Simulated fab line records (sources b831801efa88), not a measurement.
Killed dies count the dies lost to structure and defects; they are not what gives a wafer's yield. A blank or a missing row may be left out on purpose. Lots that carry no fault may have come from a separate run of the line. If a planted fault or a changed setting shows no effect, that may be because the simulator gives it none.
Which tool was responsible?	flow gf180mcu	Sampling: 13 lots, 39 wafers, 6 of 602 route steps

WHAT THE GAUGES SHOWED, per wafer
GF_STI_BOW_MEAS_00. Usual: INCOMING_BOW typically reads 0 um, with standard deviation 6.
lot	measured	on	INCOMING_BOW (um)	flag
L429	day 1 15:00	film-metro-01	2 5 -10	
L430	day 1 20:01	film-metro-01	3 -5 0	
L432	day 2 06:04	film-metro-03	8 4 7	
L434	day 2 16:01	film-metro-03	1 1 -2	
L436	day 3 02:00	film-metro-03	8 -2 -1	
L437	day 3 07:00	film-metro-03	7 -3 -3	
L440	day 3 22:00	film-metro-01	2 3 3	
L445	day 4 23:00	film-metro-03	-2 -10 10	
L446	day 5 04:02	film-metro-03	-8 5 11	
L447	day 5 09:01	film-metro-03	0 -1 -2	
L448	day 5 14:01	film-metro-04	6 0 -2	
L449	day 5 19:00	film-metro-03	5 -3 -2	
L451	day 6 05:00	film-metro-03	5 -17 14	

GF_STI_THK_MEAS_02. Usual: STI_OXIDATION_THK typically reads 9.88 nm, with standard deviation 0.18.
lot	measured	on	STI_OXIDATION_THK (nm)	flag
L429	day 1 17:09	film-metro-01	9.86 9.70 9.93	
L430	day 1 21:31	film-metro-04	9.87 9.70 9.78	
L432	day 2 07:32	film-metro-01	9.78 9.89 10.01	
L434	day 2 18:25	film-metro-01	9.72 9.90 9.75	
L436	day 3 04:44	film-metro-01	9.98 10.10 10.09	
L437	day 3 11:20	film-metro-01	9.92 9.96 10.04	
L440	day 4 00:51	film-metro-04	9.95 10.00 9.93	
L445	day 5 00:38	film-metro-03	9.59 9.87 9.83	
L446	day 5 05:32	film-metro-04	9.63 9.56 9.56	
L447	day 5 10:31	film-metro-04	9.73 9.69 9.88	
L448	day 5 15:53	film-metro-03	9.49 9.66 9.76	
L449	day 5 20:31	film-metro-03	10.01 9.88 9.89	
L451	day 6 06:31	film-metro-01	9.68 9.69 9.76	

GF_STI_CD_MEAS_12: the cd target is 220 nm. Usual: 220.1 nm for cd-nm, sd 1.2.
lot	measured	on	cd-nm (nm)	flag
L429	day 2 06:45	cd-sem-02	219.6 219.1 219.9	
L430	day 2 10:48	cd-sem-01	219.8 218.0 218.9	
L432	day 2 23:34	cd-sem-01	220.5 221.0 221.3	
L434	day 3 08:45	cd-sem-01	221.4 220.2 220.6	
L436	day 3 19:54	cd-sem-02	219.1 218.8 219.4	
L437	day 4 03:17	cd-sem-01	219.1 219.5 220.3	
L440	day 4 16:27	cd-sem-01	222.4 220.8 221.2	
L445	day 5 17:17	cd-sem-01	220.2 220.3 220.9	
L446	day 5 22:07	cd-sem-02	219.9 220.2 219.9	
L447	day 6 01:55	cd-sem-01	220.9 220.4 219.9	
L448	day 6 08:33	cd-sem-02	220.4 219.4 217.8	
L449	day 6 13:41	cd-sem-02	221.4 220.8 221.2	
L451	day 7 00:00	cd-sem-01	223.5 222.9 221.1	

GF_VT_IMPLANT_OVL_MEAS_18. Usual: VT_IMPLANT_01_OVL typically reads -0.2 nm, with standard deviation 1.4.
lot	measured	on	VT_IMPLANT_01_OVL (nm)	flag
L429	day 6 12:07	overlay-01	2.2 -0.7 -1.5	
L430	day 6 16:40	overlay-02	-0.4 -2.5 1.6	
L432	day 7 14:13	overlay-02	-0.5 0.3 -1.6	
L434	day 7 23:12	overlay-01	-1.3 -2.4 -0.3	
L436	day 8 12:22	overlay-02	- - -	OFF
L437	day 8 17:46	overlay-01	-2.4 -2.4 -2.7	
L440	day 9 11:25	overlay-02	0.5 0.5 0.1	
L445	day 10 18:03	overlay-01	-1.3 -1.8 -0.7	
L446	day 10 22:50	overlay-01	0.8 3.4 2.3	
L447	day 11 03:34	overlay-02	-0.3 -0.4 2.1	
L448	day 11 11:11	overlay-02	0.4 -0.3 -1.4	
L449	day 11 18:25	overlay-02	0.2 1.4 0.7	
L451	day 12 10:20	overlay-01	-1.9 -1.1 1.1	

GF_VT_IMPLANT_TW_MEAS_21. Usual: VT_IMPLANT_2_TW typically reads 1212, with standard deviation 9.8.
lot	measured	on	VT_IMPLANT_2_TW	flag
L429	day 6 12:24	film-metro-03	1213 1221 1216	
L430	day 6 16:58	film-metro-03	1218 1210 1215	
L432	day 7 14:31	film-metro-03	1205 1211 1200	
L434	day 7 23:29	film-metro-02	1218 1206 1216	
L436	day 8 12:39	film-metro-02	30 30 30 30 30 30	OFF
L437	day 8 18:03	film-metro-04	1195 1198 1194	
L440	day 9 11:42	film-metro-02	1221 1214 1219	
L445	day 10 18:20	film-metro-03	1225 1236 1225	
L446	day 10 23:08	film-metro-02	1219 1210 1219	
L447	day 11 03:52	film-metro-02	1223 1215 1222	
L448	day 11 11:29	film-metro-02	1223 1217 1221	
L449	day 11 18:42	film-metro-04	1202 1198 1196	
L451	day 12 10:38	film-metro-03	1221 1220 1214	

TOOL THAT RAN EACH LOT (tool first, then ch and the chambers of the sampled wafers, then the start)
lot	GF_VT_IMPLANT_EXPOSE_15
L429	iline-stepper-01 ch 0, day 6 05:00
L430	iline-stepper-02 ch 0, day 6 08:59
L432	iline-stepper-02 ch 0, day 7 06:24
L434	iline-stepper-02 ch 0, day 7 15:06
L436	iline-stepper-01 ch 0, day 8 04:14
L437	iline-stepper-02 ch 0, day 8 09:34
L440	iline-stepper-01 ch 0, day 9 03:03
L445	iline-stepper-02 ch 0, day 10 09:05
L446	iline-stepper-01 ch 0, day 10 13:38
L447	iline-stepper-01 ch 0, day 10 18:51
L448	iline-stepper-01 ch 0, day 11 02:16
L449	iline-stepper-01 ch 0, day 11 08:59
L451	iline-stepper-02 ch 0, day 12 00:50
- GF_VT_IMPLANT_EXPOSE_15: exposes mask Nwell LV AREA, target cd 860 nm.

WHAT THE TOOLS THEMSELVES READ (means of the sampled wafers that have a number; where no wafer has one, the mark that the record gives instead)
The record holds no such reading with a usual standard deviation.

THE ANSWER, worked out from the rows above alone
Rule: a lot is off if the mean of its wafers that have a number lies more than 3 standard deviations from the usual mean. A lot without any number at a reading at which 4 lots or more have one is off too. Where the step has rows for the other lots, those lots are counted as sound. First the gauges in route order, then the tools' own readings, where a lot's mean is used as printed above. At the first step where some lot is off, the reading lying furthest off is the one used; lots without a number count as furthest.
Off: L436, at GF_VT_IMPLANT_OVL_MEAS_18 (VT_IMPLANT_01_OVL). Without a number there: L436.
A tool fits if, at a process step before that reading, it ran every lot that is off, and no sound lot after the first of them. Not tried: the gauges at GF_VT_IMPLANT_OVL_MEAS_18; whatever is off there is also off at GF_VT_IMPLANT_TW_MEAS_21, on other tools, and gauge error can't account for it. Not one of the candidates tried fits.

WHAT THE SIMULATOR HAD PUT IN
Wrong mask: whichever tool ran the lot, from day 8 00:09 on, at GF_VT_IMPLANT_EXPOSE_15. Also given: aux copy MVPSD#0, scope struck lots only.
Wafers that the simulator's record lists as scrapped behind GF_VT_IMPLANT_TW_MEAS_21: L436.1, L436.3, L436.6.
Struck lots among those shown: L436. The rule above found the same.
